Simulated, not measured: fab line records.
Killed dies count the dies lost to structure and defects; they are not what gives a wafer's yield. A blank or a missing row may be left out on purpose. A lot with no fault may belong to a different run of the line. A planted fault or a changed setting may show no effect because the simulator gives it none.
Which tool did it? + flow gf180mcu + 39 wafers from 13 lots sampled at 5 of the route's 602 steps

== WHAT THE GAUGES SHOWED, per wafer ==
GF_STI_THK_MEAS_30.
| lot  | measured    | on            | STI_OXIDATION_02_THK (nm) |
|------|-------------|---------------|---------------------------|
| L574 | day 2 12:03 | film metro-03 | 9.95 9.92 10.06           |
| L575 | day 2 17:03 | film metro-03 | 10.20 10.16 10.00         |
| L576 | day 2 22:13 | film metro-03 | 9.94 9.95 9.85            |
| L577 | day 3 03:29 | film metro-03 | 9.86 9.68 10.06           |
| L579 | day 3 12:16 | film metro-03 | 9.76 9.93 10.04           |
| L580 | day 3 18:19 | film metro-03 | 10.25 10.22 10.13         |
| L581 | day 4 01:23 | film metro-03 | 10.01 10.01 9.93          |
| L582 | day 4 05:19 | film metro-01 | 9.98 10.23 10.13          |
| L584 | day 4 18:17 | film metro-02 | 10.13 10.05 10.07         |
| L589 | day 5 20:22 | film metro-02 | 9.71 9.79 9.65            |
| L591 | day 6 05:34 | film metro-01 | 10.03 9.85 9.93           |
| L594 | day 7 07:39 | film metro-01 | 9.94 9.89 9.90            |
| L595 | day 7 07:39 | film metro-03 | 10.16 10.07 10.17         |

GF_VT_IMPLANT_RS_MEAS_47: the measuring method here is four-point-probe.
| lot  | measured     | on            | NWELL_RS (ohm/sq) |
|------|--------------|---------------|-------------------|
| L574 | day 7 19:46  | film metro-02 | 488.0 489.3 487.3 |
| L575 | day 8 00:08  | film metro-03 | 485.9 486.6 487.0 |
| L576 | day 8 05:08  | film metro-03 | 487.1 488.4 487.6 |
| L577 | day 8 13:15  | film metro-02 | 489.3 490.8 489.9 |
| L579 | day 8 23:41  | film metro-04 | 489.2 489.3 490.5 |
| L580 | day 9 05:53  | film metro-04 | 487.9 488.8 489.1 |
| L581 | day 9 14:52  | film metro-04 | 487.7 489.8 488.0 |
| L582 | day 9 21:53  | film metro-03 | 486.3 485.8 486.4 |
| L584 | day 10 16:07 | film metro-03 | 488.9 489.4 488.3 |
| L589 | day 12 03:14 | film metro-04 | 500.5 499.9 500.2 |
| L591 | day 12 13:41 | film metro-03 | 499.0 498.8 497.6 |
| L594 | day 14 00:56 | film metro-03 | 489.8 487.8 487.1 |
| L595 | day 14 02:49 | film metro-03 | 487.2 486.7 486.0 |

GF_NSD_CD_MEAS_07 targets a cd of 400 nm.
| lot  | measured     | on        | cd nm (nm)        |
|------|--------------|-----------|-------------------|
| L574 | day 13 19:16 | cd sem-02 | 397.1 398.6 397.7 |
| L575 | day 13 22:20 | cd sem-02 | 399.4 398.3 401.7 |
| L576 | day 14 05:31 | cd sem-02 | 402.0 402.8 404.3 |
| L577 | day 14 14:29 | cd sem-02 | 401.5 400.9 403.5 |
| L579 | day 15 04:34 | cd sem-02 | 399.7 402.0 400.1 |
| L580 | day 15 11:49 | cd sem-01 | 403.7 403.3 404.5 |
| L581 | day 15 19:05 | cd sem-01 | 400.2 399.6 398.9 |
| L582 | day 16 08:40 | cd sem-02 | 398.1 398.7 399.6 |
| L584 | day 17 01:19 | cd sem-01 | 404.5 403.8 401.9 |
| L589 | day 18 21:55 | cd sem-02 | 400.8 401.5 399.3 |
| L591 | day 19 10:04 | cd sem-02 | 402.2 398.1 399.4 |
| L594 | day 21 06:49 | cd sem-02 | 400.1 399.8 399.5 |
| L595 | day 21 10:01 | cd sem-02 | 400.4 400.7 400.6 |

== TOOL THAT RAN EACH LOT (tool first, then ch and the chambers of the sampled wafers, then the start) ==
| lot  | GF_NWELL_IMPLANT_09            | GF_LVPWELL_STRIP_10                 |
|------|--------------------------------|-------------------------------------|
| L574 | implanter-04 ch 0, day 3 14:31 | plasma asher-04 ch 0,1, day 4 04:24 |
| L575 | implanter-04 ch 0, day 3 18:53 | plasma asher-04 ch 0,1, day 4 08:44 |
| L576 | implanter-02 ch 0, day 4 00:25 | plasma asher-02 ch 0,1, day 4 13:44 |
| L577 | implanter-03 ch 0, day 4 06:02 | plasma asher-02 ch 0,1, day 4 20:05 |
| L579 | implanter-03 ch 0, day 4 15:49 | plasma asher-02 ch 0,1, day 5 05:34 |
| L580 | implanter-03 ch 0, day 4 20:25 | plasma asher-03 ch 0,1, day 5 11:16 |
| L581 | implanter-02 ch 0, day 5 03:58 | plasma asher-02 ch 0, day 5 18:44   |
| L582 | implanter-03 ch 0, day 5 09:05 | plasma asher-04 ch 1, day 5 23:37   |
| L584 | implanter-04 ch 0, day 5 22:52 | plasma asher-04 ch 0,1, day 6 13:58 |
| L589 | implanter-04 ch 0, day 7 01:11 | plasma asher-02 ch 0,1, day 7 16:23 |
| L591 | implanter-04 ch 0, day 7 11:07 | plasma asher-03 ch 0,1, day 8 02:58 |
| L594 | implanter-02 ch 0, day 8 13:26 | plasma asher-02 ch 0,1, day 9 06:37 |
| L595 | implanter-03 ch 0, day 8 13:52 | plasma asher-04 ch 0,1, day 9 07:17 |
- GF_NWELL_IMPLANT_09
- GF_LVPWELL_STRIP_10: strips in O2/N2.

== WHAT THE TOOLS THEMSELVES READ (means of the sampled wafers that have a number; where no wafer has one, the mark that the record gives instead) ==
GF_NWELL_IMPLANT_09.
| lot  | tool         | dose ions cm2 | faraday current uA |
|------|--------------|---------------|--------------------|
| L574 | implanter-04 | 3.994e+12     | 22.5               |
| L575 | implanter-04 | 3.997e+12     | 22.5               |
| L576 | implanter-02 | 4.002e+12     | 22.5               |
| L577 | implanter-03 | 3.999e+12     | 22.4               |
| L579 | implanter-03 | 3.994e+12     | 22.7               |
| L580 | implanter-03 | 3.998e+12     | 22.8               |
| L581 | implanter-02 | 3.998e+12     | 22.5               |
| L582 | implanter-03 | 3.998e+12     | 22.4               |
| L584 | implanter-04 | 4.001e+12     | 22.4               |
| L589 | implanter-04 | 3.438e+12     | 19.4               |
| L591 | implanter-04 | 3.442e+12     | 19.9               |
| L594 | implanter-02 | 4.001e+12     | 22.5               |
| L595 | implanter-03 | 4.000e+12     | 22.9               |

GF_LVPWELL_STRIP_10.
| lot  | tool            | chamber pressure mTorr (mTorr) | drypump motor current A (A) | heater power w (W) | n2 flow sccm (sccm) | oes product au (a.u.) | strip time to endpoint s (s) |
|------|-----------------|--------------------------------|-----------------------------|--------------------|---------------------|-----------------------|------------------------------|
| L574 | plasma asher-04 | 1500.1                         | 6.0                         | 310                | 299.0               | 0.723                 | 36.84                        |
| L575 | plasma asher-04 | 1499.1                         | 6.0                         | 312                | 299.8               | 0.721                 | 37.01                        |
| L576 | plasma asher-02 | 1501.3                         | 5.7                         | 363                | 299.4               | 0.722                 | 36.90                        |
| L577 | plasma asher-02 | 1499.7                         | 5.6                         | 368                | 300.4               | 0.721                 | 36.99                        |
| L579 | plasma asher-02 | 1498.7                         | 5.6                         | 368                | 300.8               | 0.725                 | 36.96                        |
| L580 | plasma asher-03 | 1500.8                         | 5.5                         | 335                | 299.1               | 0.726                 | 36.83                        |
| L581 | plasma asher-02 | 1500.9                         | 5.8                         | 364                | 299.5               | 0.722                 | 36.97                        |
| L582 | plasma asher-04 | 1501.8                         | 6.2                         | 288                | 300.2               | 0.724                 | 37.02                        |
| L584 | plasma asher-04 | 1501.4                         | 6.0                         | 310                | 298.8               | 0.725                 | 36.95                        |
| L589 | plasma asher-02 | 1499.6                         | 5.6                         | 371                | 300.9               | 0.718                 | 36.95                        |
| L591 | plasma asher-03 | 1498.7                         | 5.8                         | 339                | 300.2               | 0.722                 | 36.94                        |
| L594 | plasma asher-02 | 1500.4                         | 5.7                         | 360                | 300.1               | 0.723                 | 36.91                        |
| L595 | plasma asher-04 | 1499.9                         | 6.0                         | 311                | 300.5               | 0.715                 | 37.03                        |

== THE ANSWER, worked out from the rows above alone ==
Rule: the usual values come from the lots themselves. Put in order of their means at a reading, lots are off if they are a third of the lots or fewer, leave a main group of 4 or more, and stand apart from it by a gap of 3 or more times the standard deviation of the main group's means; of several such gaps the widest counts. A main group whose means are all the same, to the digits that the tables above print for the reading, isn't used. A lot without any number at a reading at which 4 lots or more have one is off too. All remaining lots with rows at the step are treated as sound. The gauges are gone through in route order, then the tools' own readings, and for those a lot's mean is taken as printed above. The first step at which some lot is off is used, and at that step the reading that is off furthest; a lot without a number counts as furthest.
Off: L589, L591, at GF_VT_IMPLANT_RS_MEAS_47 (NWELL_RS). Mean 488.1 ohm/sq and standard deviation 1.2 in the main group.
If a tool, at a process step before that reading, ran all the lots that are off and no sound lot after the first of them, it fits. Not tried: the gauges at GF_VT_IMPLANT_RS_MEAS_47; whatever is off there is also off at GF_NWELL_IMPLANT_09, on other tools, and gauge error can't account for it. One fits: GF_NWELL_IMPLANT_09 on implanter-04. A fault onset in the window from L584 (day 5 22:52, its last sound lot) to L589 (day 7 01:11, its first lot off) fits.
The tool's own readings at GF_NWELL_IMPLANT_09 bear it out: on the lots that are off they differ by more than 5 times the standard deviation of the sound lots' means. dose ions cm2 reads 3.440e+12 there against 3.998e+12 on the sound lots; faraday current uA reads 19.6 there against 22.6 on the sound lots.

== WHAT THE SIMULATOR HAD PUT IN ==
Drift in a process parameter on implanter-04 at GF_NWELL_IMPLANT_09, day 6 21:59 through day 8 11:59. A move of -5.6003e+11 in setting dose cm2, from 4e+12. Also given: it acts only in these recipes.
Lots struck among those shown: L589, L591. The same result came from the rule above.
